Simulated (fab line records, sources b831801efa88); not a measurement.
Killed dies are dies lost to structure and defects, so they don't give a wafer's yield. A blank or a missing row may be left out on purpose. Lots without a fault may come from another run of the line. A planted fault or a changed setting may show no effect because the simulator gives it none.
Which tool did it? | flow gf180mcu | 13 lots, 39 wafers sampled, at 3 steps of a route of 602

WHAT THE GAUGES READ, wafer by wafer
GF_STI_THK_MEAS_22.
lot  | measured    | on            | STI_OXIDATION_01_THK (nm)
L688 | day 2 05:58 | film_metro-02 | 14.82 14.47 14.69
L691 | day 2 18:58 | film_metro-04 | 14.71 14.90 14.62
L692 | day 2 23:50 | film_metro-01 | 15.00 14.99 14.96
L693 | day 3 05:08 | film_metro-01 | 15.10 15.32 15.19
L694 | day 3 12:29 | film_metro-01 | 14.92 15.10 15.29
L695 | day 3 16:33 | film_metro-01 | 14.93 15.01 14.87
L696 | day 3 20:14 | film_metro-04 | 14.63 14.66 14.71
L697 | day 4 02:45 | film_metro-01 | 14.77 14.63 14.76
L698 | day 4 06:18 | film_metro-01 | 14.89 14.85 14.69
L699 | day 4 12:13 | film_metro-04 | 15.37 15.32 15.26
L706 | day 6 00:17 | film_metro-04 | 15.23 15.39 15.29
L708 | day 6 10:27 | film_metro-04 | 15.33 15.12 15.18
L709 | day 6 16:08 | film_metro-01 | 15.25 15.49 15.14

GF_VT_IMPLANT_RS_MEAS_48: measures by four-point-probe.
lot  | measured     | on            | LVPWELL_RS (ohm/sq)
L688 | day 7 17:27  | film_metro-02 | 1193 1193 1192
L691 | day 8 09:43  | film_metro-04 | 1196 1190 1195
L692 | day 8 16:03  | film_metro-03 | 1195 1192 1194
L693 | day 8 22:36  | film_metro-04 | 1197 1193 1197
L694 | day 9 09:41  | film_metro-04 | 1191 1189 1192
L695 | day 9 13:17  | film_metro-02 | 1193 1200 1194
L696 | day 9 18:59  | film_metro-04 | 1193 1190 1193
L697 | day 10 02:56 | film_metro-02 | 1199 1196 1199
L698 | day 10 07:46 | film_metro-02 | 1195 1198 1195
L699 | day 10 14:49 | film_metro-03 | 1189 1191 1194
L706 | day 12 14:20 | film_metro-04 | 1182 1183 1181
L708 | day 13 02:58 | film_metro-04 | 1179 1181 1175
L709 | day 13 12:17 | film_metro-02 | 1184 1182 1184

WHICH TOOL RAN EACH LOT (tool, then ch and the chambers of the sampled wafers, then the start)
lot  | GF_LVPWELL_IMPLANT_08
L688 | implanter-04 ch 0, day 3 22:53
L691 | implanter-04 ch 0, day 4 13:23
L692 | implanter-04 ch 0, day 4 18:47
L693 | implanter-02 ch 0, day 5 00:11
L694 | implanter-02 ch 0, day 5 09:08
L695 | implanter-02 ch 0, day 5 12:13
L696 | implanter-01 ch 0, day 5 16:34
L697 | implanter-02 ch 0, day 5 23:26
L698 | implanter-01 ch 0, day 6 03:53
L699 | implanter-01 ch 0, day 6 10:50
L706 | implanter-04 ch 0, day 8 01:35
L708 | implanter-04 ch 0, day 8 12:53
L709 | implanter-04 ch 0, day 8 20:12
- GF_LVPWELL_IMPLANT_08

WHAT THE TOOLS THEMSELVES READ (means of the sampled wafers that have a number; where no wafer has one, the mark that the record gives instead)
GF_LVPWELL_IMPLANT_08.
lot  | tool         | beam_energy_keV | dose_ions_cm2 | faraday_current_uA | tilt_deg (degrees)
L688 | implanter-04 | 170.01          | 1.4991e+13    | 85.1               | -0.022
L691 | implanter-04 | 170.00          | 1.4985e+13    | 84.1               | 0.035
L692 | implanter-04 | 170.03          | 1.5014e+13    | 83.8               | -0.025
L693 | implanter-02 | 169.97          | 1.4983e+13    | 84.4               | -0.011
L694 | implanter-02 | 170.06          | 1.4999e+13    | 82.4               | 0.015
L695 | implanter-02 | 170.07          | 1.5003e+13    | 85.9               | -0.021
L696 | implanter-01 | 169.98          | 1.5005e+13    | 85.3               | -0.017
L697 | implanter-02 | 169.97          | 1.5002e+13    | 85.5               | 0.015
L698 | implanter-01 | 169.93          | 1.4986e+13    | 83.5               | 0.019
L699 | implanter-01 | 169.97          | 1.4986e+13    | 84.0               | 0.012
L706 | implanter-04 | 181.90          | 1.5019e+13    | 86.3               | 0.005
L708 | implanter-04 | 181.84          | 1.5011e+13    | 83.9               | -0.001
L709 | implanter-04 | 181.92          | 1.4999e+13    | 84.4               | -0.009

THE ANSWER, worked out from the rows above alone
Rule: what is usual is taken from the lots themselves. Put in order of their means at a reading, lots are off if they are a third of the lots or fewer, leave a main group of 4 or more, and stand apart from it by a gap of 3 or more times the standard deviation of the main group's means; of several such gaps the widest counts. A main group whose means are all the same, to the digits that the tables above print for the reading, isn't used. A lot without any number at a reading at which 4 lots or more have one is off too. The other lots that the step has rows for count as sound. The gauges are gone through in route order, then the tools' own readings, and for those a lot's mean is taken as printed above. The first step at which some lot is off is used, and at that step the reading that is off furthest; a lot without a number counts as furthest.
Off: L706, L708, L709, at GF_VT_IMPLANT_RS_MEAS_48 (LVPWELL_RS). The main group: mean 1194 ohm/sq, standard deviation 2.2.
A tool fits if, at a process step before that reading, it ran every lot that is off, and no sound lot after the first of them. The gauges at GF_VT_IMPLANT_RS_MEAS_48 aren't tried: what is off there is off at GF_LVPWELL_IMPLANT_08 too, on other tools, and a gauge's error can't cause that. One fits: implanter-04 at GF_LVPWELL_IMPLANT_08. Its last sound lot is L692 (day 4 18:47), its first lot that is off L706 (day 8 01:35): a fault that began between those two fits.
The tool's own readings at GF_LVPWELL_IMPLANT_08 bear it out: on the lots that are off they differ by more than 5 times the standard deviation of the sound lots' means. beam_energy_keV reads 181.89 there against 170.00 on the sound lots.

WHAT THE SIMULATOR HAD PUT IN
Process parameter drift: implanter-04, from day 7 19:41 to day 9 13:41, at GF_LVPWELL_IMPLANT_08. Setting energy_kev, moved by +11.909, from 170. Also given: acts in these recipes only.
Lots struck among those shown: L706, L708, L709. The rule above found the same.
